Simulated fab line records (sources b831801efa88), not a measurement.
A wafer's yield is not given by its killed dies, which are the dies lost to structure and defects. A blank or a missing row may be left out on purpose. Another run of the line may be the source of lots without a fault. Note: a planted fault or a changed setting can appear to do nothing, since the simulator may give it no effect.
fab line records | flow gf180mcu
record: lots: 11 | wafers: 33 | last-day: 34
route steps=602 shown VT_IMPLANT@130 HV_LDD@228 PSD@261 V3@452
lots that met no fault: from a run of the same line without faults
start-h: hours from the record's first day to the start of the lot's first wafer shown | wait-h: hours since the lot's step before | " same as the row above | L1.1+2: a single row standing in for several wafers | - no value present, or no start provided | * or withheld: withheld | < > ~ a bound
route shown NAME@n: NAME is a module with steps in the file, n the number in the route of the first one | usual: mean/standard deviation taken from wafers without a fault | same: alike in all rows | chamber/n: place in a boat | sites: per-site readings | _std_site: standard deviation across them | _edge_site: the outer-site mean with the inner-site mean subtracted | radius-mm: for every site, how far away it sits from the centre of the wafer | mask NAME#n: copy n | behind: the most recent tool/chamber to have shaped the wafer | hold: why the lot went on hold/how many hours it stayed there/how the hold came to an end | device: the n, p or np transistor that did not switch | end of line: tests run on the same wafers once the route is complete | a step without rows: its recipe alone | killed: dies that structure and defects cost at the first sort, which is not the same as the wafer's yield | map: per-die view of a wafer (x killed, . not killed, _ where there is no die)
set.NAME: the setting the step ran with; set.NAME@STEP: the setting that earlier step ran with | model.NAME: the simulator's own value behind a step, which no gauge read
a sample of lots followed through the steps of the route, with each step as a table and each wafer as a row
services: a tool's chamber out of use, with start hour (start-h, from the record's first day; less than 0 if before it), hours out, and reason
== steps ==
step: GF_VT_IMPLANT_OVL_MEAS_40
usual: VT_IMPLANT_03_OVL: 0.4/1.6
lot.wafer | tool       | chamber | start-h | wait-h | VT_IMPLANT_03_OVL[nm]
L969.1    | overlay-01 | -       | 156.98  | 0.1    | 0.1
L969.3    | "          | -       | "       | "      | -1.8
L969.6    | "          | -       | "       | "      | -3.2
L970.2    | overlay-02 | -       | 163.33  | 0.1    | 0.4
L970.4    | "          | -       | "       | "      | -0.2
L970.5    | "          | -       | "       | "      | -0.9
L971.1    | overlay-02 | -       | 169.92  | 0.1    | 3.8
L971.3    | "          | -       | "       | "      | 2.5
L971.5    | "          | -       | "       | "      | 3.4
L972.2    | overlay-01 | -       | 176.04  | 0.1    | 1.5
L972.4    | "          | -       | "       | "      | 2.5
L972.5    | "          | -       | "       | "      | 1.3
L974.3    | overlay-01 | -       | 190.15  | 0.1    | -1.1
L974.5    | "          | -       | "       | "      | -0.3
L974.6    | "          | -       | "       | "      | 1.8
L977.1    | overlay-02 | -       | 209.74  | 0.1    | 0.6
L977.3    | "          | -       | "       | "      | 0.7
L977.5    | "          | -       | "       | "      | -0.5
L978.3    | overlay-01 | -       | 221.03  | 0.1    | 2.3
L978.4    | "          | -       | "       | "      | 2.8
L978.6    | "          | -       | "       | "      | 2.9
L981.1    | overlay-01 | -       | 238.04  | 0.1    | 0.2
L981.5    | "          | -       | "       | "      | 1.1
L981.6    | "          | -       | "       | "      | -0.1
L988.1    | overlay-02 | -       | 285.53  | 0.1    | 0.4
L988.3    | "          | -       | "       | "      | 0.0
L988.4    | "          | -       | "       | "      | 1.0
L989.1    | overlay-02 | -       | 291.28  | 0.1    | 4.5
L989.5    | "          | -       | "       | "      | 3.2
L989.6    | "          | -       | "       | "      | 3.7
L992.1    | overlay-01 | -       | 314.83  | 0.1    | -1.7
L992.2    | "          | -       | "       | "      | 0.1
L992.6    | "          | -       | "       | "      | -0.3
step: GF_HV_LDD_RTA_52
recipe: temp-c: 1000 | time-s: 10 | ambient: N2
usual: lamp-power-pct: 34.1/1.3 | wafer_temp_C_max: 1005.7/1.1
lot.wafer | tool          | chamber | start-h | wait-h | lamp-power-pct | wafer_temp_C_max
L969.1    | rtp-anneal-02 | 0       | 274.55  | 0.0    | 35.7           | 1006.3
L969.3    | "             | 0       | "       | "      | 35.7           | 1004.5
L969.6    | "             | 0       | "       | "      | 35.7           | 1007.1
L970.2    | rtp-anneal-02 | 0       | 280.09  | 0.0    | 35.6           | 1007.4
L970.4    | "             | 0       | "       | "      | 35.7           | 1004.7
L970.5    | "             | 0       | "       | "      | 35.7           | 1006.4
L971.1    | rtp-anneal-01 | 0       | 290.68  | 0.0    | 33.0           | 1005.9
L971.3    | "             | 0       | "       | "      | 33.1           | 1005.0
L971.5    | "             | 0       | "       | "      | 33.1           | 1004.1
L972.2    | rtp-anneal-01 | 0       | 294.26  | 0.0    | 33.0           | 1004.3
L972.4    | "             | 0       | "       | "      | 33.1           | 1004.8
L972.5    | "             | 0       | "       | "      | 33.1           | 1006.2
L974.3    | rtp-anneal-02 | 0       | 311.60  | 0.0    | 35.7           | 1005.9
L974.5    | "             | 0       | "       | "      | 35.7           | 1005.5
L974.6    | "             | 0       | "       | "      | 35.7           | 1007.9
L977.1    | rtp-anneal-02 | 0       | 337.98  | 0.0    | 35.6           | 1005.6
L977.3    | "             | 0       | "       | "      | 35.7           | 1004.6
L977.5    | "             | 0       | "       | "      | 35.7           | 1007.6
L978.3    | rtp-anneal-01 | 0       | 349.16  | 0.0    | 33.1           | 1005.9
L978.4    | "             | 0       | "       | "      | 33.1           | 1003.3
L978.6    | "             | 0       | "       | "      | 33.0           | 1004.6
L981.1    | rtp-anneal-01 | 0       | 369.99  | 0.0    | 33.1           | 1006.3
L981.5    | "             | 0       | "       | "      | 33.1           | 1007.2
L981.6    | "             | 0       | "       | "      | 33.1           | 1005.6
L988.1    | rtp-anneal-02 | 0       | 426.00  | 0.0    | 35.7           | 1004.9
L988.3    | "             | 0       | "       | "      | 35.7           | 1006.7
L988.4    | "             | 0       | "       | "      | 35.7           | 1006.3
L989.1    | rtp-anneal-01 | 0       | 430.64  | 0.0    | 33.1           | 1005.5
L989.5    | "             | 0       | "       | "      | 33.1           | 1004.6
L989.6    | "             | 0       | "       | "      | 33.1           | 1006.3
L992.1    | rtp-anneal-01 | 0       | 463.95  | 0.0    | 33.1           | 1006.7
L992.2    | "             | 0       | "       | "      | 33.1           | 1005.1
L992.6    | "             | 0       | "       | "      | 33.1           | 1005.9
step: GF_PSD_RTA_13
recipe: temp-c: 1025 | time-s: 20 | ambient: N2
usual: lamp-power-pct: 35.8/1.4 | wafer_temp_C_max: 1031.2/1.1
lot.wafer | tool          | chamber | start-h | wait-h | lamp-power-pct | wafer_temp_C_max
L969.1    | rtp-anneal-02 | 0       | 317.98  | 0.0    | 37.0           | 1031.4
L969.3    | "             | 0       | "       | "      | 37.1           | 1030.8
L969.6    | "             | 0       | "       | "      | 37.0           | 1032.8
L970.2    | rtp-anneal-01 | 0       | 323.74  | 0.0    | 34.3           | 1030.2
L970.4    | "             | 0       | "       | "      | 34.3           | 1032.6
L970.5    | "             | 0       | "       | "      | 34.4           | 1031.2
L971.1    | rtp-anneal-01 | 0       | 335.29  | 0.0    | 34.3           | 1031.0
L971.3    | "             | 0       | "       | "      | 34.3           | 1030.1
L971.5    | "             | 0       | "       | "      | 34.4           | 1029.5
L972.2    | rtp-anneal-01 | 0       | 339.00  | 0.0    | 34.3           | 1030.3
L972.4    | "             | 0       | "       | "      | 34.3           | 1030.6
L972.5    | "             | 0       | "       | "      | 34.3           | 1030.4
L974.3    | rtp-anneal-01 | 0       | 357.80  | 0.0    | 34.4           | 1030.4
L974.5    | "             | 0       | "       | "      | 34.3           | 1030.4
L974.6    | "             | 0       | "       | "      | 34.3           | 1030.2
L977.1    | rtp-anneal-01 | 0       | 387.50  | 0.0    | 34.4           | 1031.3
L977.3    | "             | 0       | "       | "      | 34.3           | 1030.6
L977.5    | "             | 0       | "       | "      | 34.3           | 1030.5
L978.3    | rtp-anneal-02 | 0       | 397.03  | 0.0    | 37.0           | 1031.7
L978.4    | "             | 0       | "       | "      | 37.1           | 1029.5
L978.6    | "             | 0       | "       | "      | 37.0           | 1033.4
L981.1    | rtp-anneal-02 | 0       | 418.77  | 0.0    | 37.1           | 1031.9
L981.5    | "             | 0       | "       | "      | 37.0           | 1031.2
L981.6    | "             | 0       | "       | "      | 37.1           | 1031.1
L988.1    | rtp-anneal-02 | 0       | 477.95  | 0.0    | 37.0           | 1030.2
L988.3    | "             | 0       | "       | "      | 37.0           | 1032.3
L988.4    | "             | 0       | "       | "      | 37.0           | 1031.5
L989.1    | rtp-anneal-02 | 0       | 482.35  | 0.0    | 37.1           | 1032.0
L989.5    | "             | 0       | "       | "      | 37.1           | 1031.8
L989.6    | "             | 0       | "       | "      | 37.0           | 1030.1
L992.1    | rtp-anneal-02 | 0       | 514.32  | 0.0    | 37.0           | 1030.2
L992.2    | "             | 0       | "       | "      | 37.0           | 1030.1
L992.6    | "             | 0       | "       | "      | 37.0           | 1031.0
step: GF_V3_CVD_23
recipe: material: W | target-thk-nm: 350 | time-s: 104.9 | temp-c: 400 | pressure-torr: 40
usual: heater-power-w: 852/73 | susceptor-temp-C: 400.02/0.23
lot.wafer | tool     | chamber | start-h | wait-h | heater-power-w | susceptor-temp-C
L969.1    | cvd-w-02 | 0       | 513.89  | 0.0    | 830            | 399.81
L969.3    | "        | 0       | "       | "      | 850            | 400.03
L969.6    | "        | 0       | "       | "      | 859            | 399.88
L970.2    | cvd-w-02 | 1       | 521.24  | 0.0    | 826            | 400.06
L970.4    | "        | 0       | "       | "      | 850            | 400.02
L970.5    | "        | 1       | "       | "      | 871            | 400.27
L971.1    | cvd-w-01 | 0       | 536.12  | 0.0    | 739            | 400.05
L971.3    | "        | 1       | "       | "      | 968            | 400.04
L971.5    | "        | 1       | "       | "      | 976            | 399.85
L972.2    | cvd-w-02 | 1       | 537.27  | 0.0    | 847            | 400.07
L972.4    | "        | 0       | "       | "      | 858            | 400.14
L972.5    | "        | 1       | "       | "      | 857            | 400.06
L974.3    | cvd-w-02 | 0       | 558.06  | 0.1    | 840            | 399.86
L974.5    | "        | 0       | "       | "      | 812            | 400.19
L974.6    | "        | 1       | "       | "      | 850            | 400.63
L977.1    | cvd-w-02 | 0       | 592.02  | 0.0    | 855            | 400.13
L977.3    | "        | 1       | "       | "      | 830            | 399.77
L977.5    | "        | 1       | "       | "      | 851            | 399.91
L978.3    | cvd-w-02 | 1       | 593.78  | 0.1    | 834            | 399.84
L978.4    | "        | 0       | "       | "      | 851            | 400.05
L978.6    | "        | 1       | "       | "      | 845            | 400.25
L981.1    | cvd-w-01 | 1       | 616.07  | 0.0    | 957            | 399.98
L981.5    | "        | 1       | "       | "      | 972            | 399.99
L981.6    | "        | 0       | "       | "      | 767            | 399.57
L988.1    | cvd-w-02 | 0       | 662.27  | 0.0    | 839            | 400.44
L988.3    | "        | 1       | "       | "      | 852            | 399.76
L988.4    | "        | 0       | "       | "      | 864            | 400.41
L989.1    | cvd-w-01 | 1       | 665.30  | 0.0    | 967            | 400.23
L989.5    | "        | 0       | "       | "      | 743            | 399.98
L989.6    | "        | 1       | "       | "      | 970            | 400.32
L992.1    | cvd-w-01 | 1       | 701.18  | 0.0    | 968            | 399.95
L992.2    | "        | 0       | "       | "      | 755            | 399.98
L992.6    | "        | 1       | "       | "      | 976            | 399.98
step: GF_V3_RS_MEAS_24
recipe: thk-meas-gauge: four-point-probe | reads: W_of_V3_CVD_23+TiN_of_V3_SPUTTER_22+Ti_of_V3_SPUTTER_21
usual: V3_W_RS: 0.329/0.0041
lot.wafer | tool          | chamber | start-h | wait-h | V3_W_RS[ohm/sq]
L969.1    | film-metro-03 | -       | 514.00  | 0.1    | 0.325
L969.3    | "             | -       | "       | "      | 0.327
L969.6    | "             | -       | "       | "      | 0.328
L970.2    | film-metro-03 | -       | 521.37  | 0.1    | 0.332
L970.4    | "             | -       | "       | "      | 0.334
L970.5    | "             | -       | "       | "      | 0.328
L971.1    | film-metro-04 | -       | 536.23  | 0.1    | 0.335
L971.3    | "             | -       | "       | "      | 0.329
L971.5    | "             | -       | "       | "      | 0.328
L972.2    | film-metro-04 | -       | 537.40  | 0.1    | 0.340
L972.4    | "             | -       | "       | "      | 0.333
L972.5    | "             | -       | "       | "      | 0.332
L974.3    | film-metro-04 | -       | 558.17  | 0.1    | 0.333
L974.5    | "             | -       | "       | "      | 0.334
L974.6    | "             | -       | "       | "      | 0.332
L977.1    | film-metro-02 | -       | 592.14  | 0.1    | 0.331
L977.3    | "             | -       | "       | "      | 0.235
L977.5    | "             | -       | "       | "      | 0.327
L978.3    | film-metro-04 | -       | 593.90  | 0.1    | 0.234
L978.4    | "             | -       | "       | "      | 0.332
L978.6    | "             | -       | "       | "      | 0.236
L981.1    | film-metro-03 | -       | 616.19  | 0.1    | 0.321
L981.5    | "             | -       | "       | "      | 0.322
L981.6    | "             | -       | "       | "      | 0.328
L988.1    | film-metro-04 | -       | 662.38  | 0.1    | 0.329
L988.3    | "             | -       | "       | "      | 0.333
L988.4    | "             | -       | "       | "      | 0.331
L989.1    | film-metro-03 | -       | 665.41  | 0.1    | 0.323
L989.5    | "             | -       | "       | "      | 0.325
L989.6    | "             | -       | "       | "      | 0.319
L992.1    | film-metro-02 | -       | 701.29  | 0.1    | 0.320
L992.2    | "             | -       | "       | "      | 0.324
L992.6    | "             | -       | "       | "      | 0.326
step: GF_V3_THK_MEAS_25
recipe: thk-meas-gauge: xrf | reads: W_of_V3_CVD_23
usual: V3_W_THK: 344/5
lot.wafer | tool          | chamber | start-h | wait-h | V3_W_THK[nm]
L969.1    | film-metro-03 | -       | 514.12  | 0.1    | 344
L969.3    | "             | -       | "       | "      | 341
L969.6    | "             | -       | "       | "      | 340
L970.2    | film-metro-03 | -       | 521.48  | 0.1    | 335
L970.4    | "             | -       | "       | "      | 332
L970.5    | "             | -       | "       | "      | 339
L971.1    | film-metro-04 | -       | 536.35  | 0.1    | 343
L971.3    | "             | -       | "       | "      | 347
L971.5    | "             | -       | "       | "      | 349
L972.2    | film-metro-04 | -       | 537.51  | 0.1    | 337
L972.4    | "             | -       | "       | "      | 343
L972.5    | "             | -       | "       | "      | 346
L974.3    | film-metro-04 | -       | 558.27  | 0.1    | 343
L974.5    | "             | -       | "       | "      | 342
L974.6    | "             | -       | "       | "      | 344
L977.1    | film-metro-02 | -       | 592.26  | 0.1    | 343
L977.3    | "             | -       | "       | "      | 478
L977.5    | "             | -       | "       | "      | 344
L978.3    | film-metro-04 | -       | 594.00  | 0.1    | 483
L978.4    | "             | -       | "       | "      | 341
L978.6    | "             | -       | "       | "      | 480
L981.1    | film-metro-03 | -       | 616.31  | 0.1    | 348
L981.5    | "             | -       | "       | "      | 352
L981.6    | "             | -       | "       | "      | 344
L988.1    | film-metro-04 | -       | 662.50  | 0.1    | 346
L988.3    | "             | -       | "       | "      | 339
L988.4    | "             | -       | "       | "      | 341
L989.1    | film-metro-03 | -       | 665.53  | 0.1    | 347
L989.5    | "             | -       | "       | "      | 347
L989.6    | "             | -       | "       | "      | 351
L992.1    | film-metro-02 | -       | 701.41  | 0.1    | 352
L992.2    | "             | -       | "       | "      | 349
L992.6    | "             | -       | "       | "      | 347
step: GF_V3_CMP_26
recipe: stop-on: SiO2 | down-force-psi: 3.5 | platen-rpm: 60 | t-overpolish-s: 15 | target-thk-nm: 0 | pad-velocity-m-s: 0.94248
usual: edge-zone-pressure-frac: 1.000/0.0047 | motor-current-A: 11.0/1.5 | time-to-endpoint-s: 84/4.6
lot.wafer | tool   | chamber | start-h | wait-h | edge-zone-pressure-frac | motor-current-A | time-to-endpoint-s
L969.3    | cmp-02 | 2       | 514.23  | 0.1    | 1.007                   | 13.8            | 90
L969.1    | "      | 0       | "       | "      | 1.000                   | 10.9            | 88
L969.6    | "      | 2       | "       | "      | 0.999                   | 14.1            | 91
L970.2    | cmp-01 | 3       | 521.63  | 0.1    | 0.996                   | 9.9             | 81
L970.4    | "      | 0       | "       | "      | 1.000                   | 11.2            | 86
L970.5    | "      | 2       | "       | "      | 1.001                   | 10.0            | 80
L971.1    | cmp-02 | 2       | 536.46  | 0.1    | 0.988                   | 14.6            | 85
L971.3    | "      | 3       | "       | "      | 0.998                   | 10.2            | 77
L971.5    | "      | 1       | "       | "      | 1.000                   | 11.9            | 83
L972.2    | cmp-01 | 3       | 537.70  | 0.2    | 1.010                   | 9.9             | 78
L972.4    | "      | 1       | "       | "      | 1.005                   | 8.8             | 84
L972.5    | "      | 2       | "       | "      | 1.002                   | 10.3            | 81
L974.3    | cmp-01 | 3       | 558.41  | 0.1    | 0.995                   | 9.3             | 80
L974.5    | "      | 1       | "       | "      | 0.999                   | 9.4             | 87
L974.6    | "      | 2       | "       | "      | 0.990                   | 11.3            | 79
L977.1    | cmp-02 | 3       | 592.60  | 0.3    | 1.002                   | 9.7             | 80
L977.3    | "      | 0       | "       | "      | 1.000                   | 11.2            | 118
L977.5    | "      | 0       | "       | "      | 0.999                   | 10.8            | 82
L978.3    | cmp-02 | 1       | 594.10  | 0.1    | 1.010                   | 13.0            | 117
L978.4    | "      | 0       | "       | "      | 1.002                   | 11.1            | 85
L978.6    | "      | 1       | "       | "      | 1.006                   | 12.4            | 115
L981.1    | cmp-02 | 0       | 616.42  | 0.1    | 0.995                   | 10.8            | 83
L981.6    | "      | 0       | "       | "      | 1.005                   | 11.5            | 81
L981.5    | "      | 1       | "       | "      | 1.007                   | 12.5            | 82
L988.1    | cmp-01 | 3       | 662.61  | 0.1    | 0.998                   | 9.3             | 81
L988.3    | "      | 0       | "       | "      | 1.001                   | 10.6            | 88
L988.4    | "      | 1       | "       | "      | 0.995                   | 9.3             | 85
L989.1    | cmp-02 | 1       | 665.74  | 0.2    | 1.002                   | 12.2            | 93
L989.6    | "      | 2       | "       | "      | 0.997                   | 13.5            | 94
L989.5    | "      | 3       | "       | "      | 0.998                   | 10.4            | 85
L992.1    | cmp-02 | 0       | 701.57  | 0.1    | 1.002                   | 10.6            | 93
L992.2    | "      | 1       | "       | "      | 0.999                   | 12.4            | 92
L992.6    | "      | 2       | "       | "      | 0.999                   | 13.3            | 96
== services ==
tool          | chamber | start-h | hours | kind
cmp-02        | -       | 252.70  | 3.1   | repair
cmp-02        | -       | 267.47  | 0.5   | repair
rtp-anneal-02 | -       | 295.90  | 6.4   | pm
cmp-02        | -       | 296.94  | 1.0   | repair
cmp-01        | -       | 314.50  | 2.6   | repair
cmp-02        | -       | 343.54  | 1.1   | repair
cvd-w-02      | 1       | 346.20  | 4.2   | repair
cmp-01        | -       | 354.23  | 2.0   | repair
cmp-01        | -       | 367.77  | 3.6   | pm
cmp-02        | -       | 376.52  | 3.6   | repair
cvd-w-01      | -       | 390.00  | 14.0  | pm
cmp-02        | -       | 404.27  | 4.0   | pm
cmp-01        | -       | 405.36  | 3.6   | repair
cmp-01        | -       | 427.27  | 2.4   | repair
cmp-01        | -       | 451.44  | 3.9   | repair
cmp-01        | -       | 455.34  | 6.7   | pm
rtp-anneal-01 | -       | 502.26  | 64.8  | pm
cmp-01        | -       | 511.30  | 1.7   | repair
cvd-w-01      | -       | 513.03  | 4.3   | pm
cmp-02        | -       | 556.30  | 5.4   | pm
cmp-02        | -       | 566.81  | 1.6   | repair
cvd-w-02      | 1       | 612.40  | 10.1  | repair
cmp-02        | -       | 654.74  | 0.7   | repair
cmp-02        | -       | 665.92  | 6.6   | pm
== key ==
first-sign: step: GF_V3_RS_MEAS_24 | reading: V3_W_RS | direction: down | sigmas: 23 | usual: 0.329 | struck: 0.235
effect: step: GF_V3_THK_MEAS_25 | reading: V3_W_THK | direction: up | sigmas: 27 | usual: 344 | struck: 480
effect: step: GF_V3_CMP_26 | reading: time-to-endpoint-s | direction: up | sigmas: 7 | usual: * | struck: *
met-at GF_V3_CVD_23
struck-lots L977,L978
struck-wafers L977.3,L978.3,L978.6
not-acting-at GF_VT_IMPLANT_OVL_MEAS_40,GF_HV_LDD_RTA_52,GF_PSD_RTA_13
onset-between 558.06 592.02
fault: kind: process-parameter-drift | tool: cvd-w-02 | chamber: - | onset-h: 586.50 | steps: GF_V3_CVD_23 | channel: target-thk-nm | offset: 139.14 | shape: step | end-h: 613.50 | scope: struck-wafers-only | acts-in: these-recipes-only | stated: 350
